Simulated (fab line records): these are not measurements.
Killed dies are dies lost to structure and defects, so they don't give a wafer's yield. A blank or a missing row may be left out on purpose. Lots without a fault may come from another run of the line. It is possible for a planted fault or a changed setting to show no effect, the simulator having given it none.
Split-lot study + flow sfq-line + 5 lots, 23 wafers read, on a route of 325 steps

## THE SPLIT ITSELF
At SFQ_TRILAYER_I3_VIA_LITHO_COAT_085 (resist thk 650 nm), the setting resist-thk-nm was moved away from the recipe's 650 nm on 7 of the 23 wafers read, by -1.6% to +5.9%. This setting was run at the recipe's value on the other wafers.

## FROM THE SPLIT TO THE READING: what the file shows between them, 3 steps
- SFQ_TRILAYER_I3_VIA_LITHO_SOFTBAKE_089
- SFQ_TRILAYER_I3_VIA_LITHO_EXPOSE_086: exposes mask I3, target cd 500 nm
- SFQ_TRILAYER_I3_VIA_LITHO_DEVELOP_087: time 60 s

## THE READING
KrF_of_TRILAYER_I3_VIA_LITHO_COAT_085.thk-nm (the simulator's own value, which no gauge read), in nm, at SFQ_TRILAYER_I3_VIA_BARC_OPEN_VIA_ETCH_121 (etches BARC in O2, target depth 125 nm, time 41.7 s). There is no usual value for it anywhere in the file. Average 573.4 nm, standard deviation 1.7 nm, over the 16 wafers here run with the recipe.

| wafer  | tool, chamber at the split | resist-thk-nm as run, nm | against the recipe | KrF_of_TRILAYER_I3_VIA_LITHO_COAT_085.thk-nm, nm | against lot-mates on the recipe |
|--------|----------------------------|--------------------------|--------------------|--------------------------------------------------|---------------------------------|
| L074.2 | litho-track-02, 0          | 688.4                    | +5.9%              | 617.3                                            | +41.6                           |
| L074.3 | litho-track-02, 0          | 650                      | recipe             | 576.1                                            | -                               |
| L074.4 | litho-track-02, 0          | 650                      | recipe             | 574.6                                            | -                               |
| L074.5 | litho-track-02, 0          | 650                      | recipe             | 576.4                                            | -                               |
| L074.6 | litho-track-02, 0          | 688.4                    | +5.9%              | 614.8                                            | +39.1                           |
| L076.1 | litho-track-02, 0          | 667.9                    | +2.8%              | 589.7                                            | +17.4                           |
| L076.2 | litho-track-02, 0          | 667.9                    | +2.8%              | 589.1                                            | +16.8                           |
| L076.3 | litho-track-02, 0          | 650                      | recipe             | 572.8                                            | -                               |
| L076.4 | litho-track-02, 0          | 650                      | recipe             | 572.8                                            | -                               |
| L076.6 | litho-track-02, 0          | 650                      | recipe             | 571.3                                            | -                               |
| L077.2 | litho-track-03, 0          | 650                      | recipe             | 573.9                                            | -                               |
| L077.3 | litho-track-03, 0          | 639.6                    | -1.6%              | 563.4                                            | -9.6                            |
| L077.4 | litho-track-03, 0          | 650                      | recipe             | 572.2                                            | -                               |
| L077.5 | litho-track-03, 0          | 639.6                    | -1.6%              | 562.4                                            | -10.6                           |
| L077.6 | litho-track-03, 0          | 639.6                    | -1.6%              | 564.4                                            | -8.6                            |
| L079.1 | litho-track-01, 0          | 650                      | recipe             | 570.7                                            | -                               |
| L079.3 | litho-track-01, 0          | 650                      | recipe             | 572.2                                            | -                               |
| L079.4 | litho-track-01, 0          | 650                      | recipe             | 571.4                                            | -                               |
| L079.5 | litho-track-01, 0          | 650                      | recipe             | 572.6                                            | -                               |
| L079.6 | litho-track-01, 0          | 650                      | recipe             | 572.6                                            | -                               |
| L083.1 | litho-track-01, 0          | 650                      | recipe             | 573.8                                            | -                               |
| L083.2 | litho-track-01, 0          | 650                      | recipe             | 575.2                                            | -                               |
| L083.6 | litho-track-01, 0          | 650                      | recipe             | 575.1                                            | -                               |

THE FIT
A straight line over all 23 wafers: KrF_of_TRILAYER_I3_VIA_LITHO_COAT_085.thk-nm changes by +6.91 nm for each +1% of resist-thk-nm; r = +0.99; the points scatter about the line by 1.9 nm.
The same after taking each lot's own level away (the mean of its wafers on the recipe; 23 wafers): +6.65 nm for each +1%; r = +1.00; scatter 1 nm.
On that fit, the largest move of resist-thk-nm shifts the reading by 39 nm.
Measured against the standard deviation above, the lots' own levels, which go from 571.90 to 575.70 nm, span 2.3 times it.
Hence the lot-to-lot level has little effect on the slope; both slopes agree.
Check: for one of the wafers moved furthest among these (+5.9%), held out of the fit, the line's prediction against its lot-mates is +38 nm. It came out at +41.6 nm against them.

## FURTHER SPLITS ON THESE WAFERS
Before the reading, these wafers also passed through other splits. Each is held against what the fit with the lots' levels taken away leaves over:
| other split on the same wafers                 | wafers away from the commonest value | r with KrF_of_TRILAYER_I3_VIA_LITHO_COAT_085.thk-nm (lot level and that fit taken away) |
|------------------------------------------------|--------------------------------------|-----------------------------------------------------------------------------------------|
| SFQ_TRILAYER_I1_CMP_CMP_046 leave-above-ref-nm | 9                                    | -0.05                                                                                   |
| SFQ_TRILAYER_I1_VIA_LITHO_EXPOSE_050 dose-mj   | 10                                   | +0.00                                                                                   |
| SFQ_TRILAYER_I1_VIA_ETCH_VIA_ETCH_052 bias-w   | 12                                   | +0.05                                                                                   |
| SFQ_TRILAYER_M2_LITHO_COAT_062 resist-thk-nm   | 8                                    | -0.02                                                                                   |
| SFQ_TRILAYER_I2_CMP_CMP_064 leave-above-ref-nm | 8                                    | -0.08                                                                                   |
| SFQ_TRILAYER_I2_VIA_LITHO_COAT_067 spin-rpm    | 9                                    | +0.19                                                                                   |
| SFQ_TRILAYER_I2_VIA_ETCH_VIA_ETCH_070 source-w | 7                                    | -0.06                                                                                   |
| SFQ_TRILAYER_M3_LITHO_COAT_075 spin-rpm        | 10                                   | +0.39                                                                                   |
| SFQ_TRILAYER_M3_BARC_OPEN_METAL_ETCH_100 icp-w | 10                                   | +0.28                                                                                   |

## THE WHOLE CHAIN: every reading that the file lists as answering this split, in the file's order
| step                                       | what it does                                        | reading                                                                                       | change (the file's fit)              | r (the file's) |
|--------------------------------------------|-----------------------------------------------------|-----------------------------------------------------------------------------------------------|--------------------------------------|----------------|
| SFQ_TRILAYER_I3_VIA_LITHO_COAT_085         | resist thk 650 nm                                   | KrF_of_TRILAYER_I3_VIA_LITHO_COAT_085.thk-nm (the simulator's own value, which no gauge read) | +6.64 nm for each +1% of the setting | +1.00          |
| SFQ_TRILAYER_I3_VIA_BARC_OPEN_VIA_ETCH_121 | etches BARC in O2, target depth 125 nm, time 41.7 s | KrF_of_TRILAYER_I3_VIA_LITHO_COAT_085.thk-nm (the simulator's own value, which no gauge read) | +6.69 nm for each +1% of the setting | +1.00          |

## THE FILE'S OWN FIT
KrF_of_TRILAYER_I3_VIA_LITHO_COAT_085.thk-nm changes by +6.69 nm for each +1% of resist-thk-nm, r = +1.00.
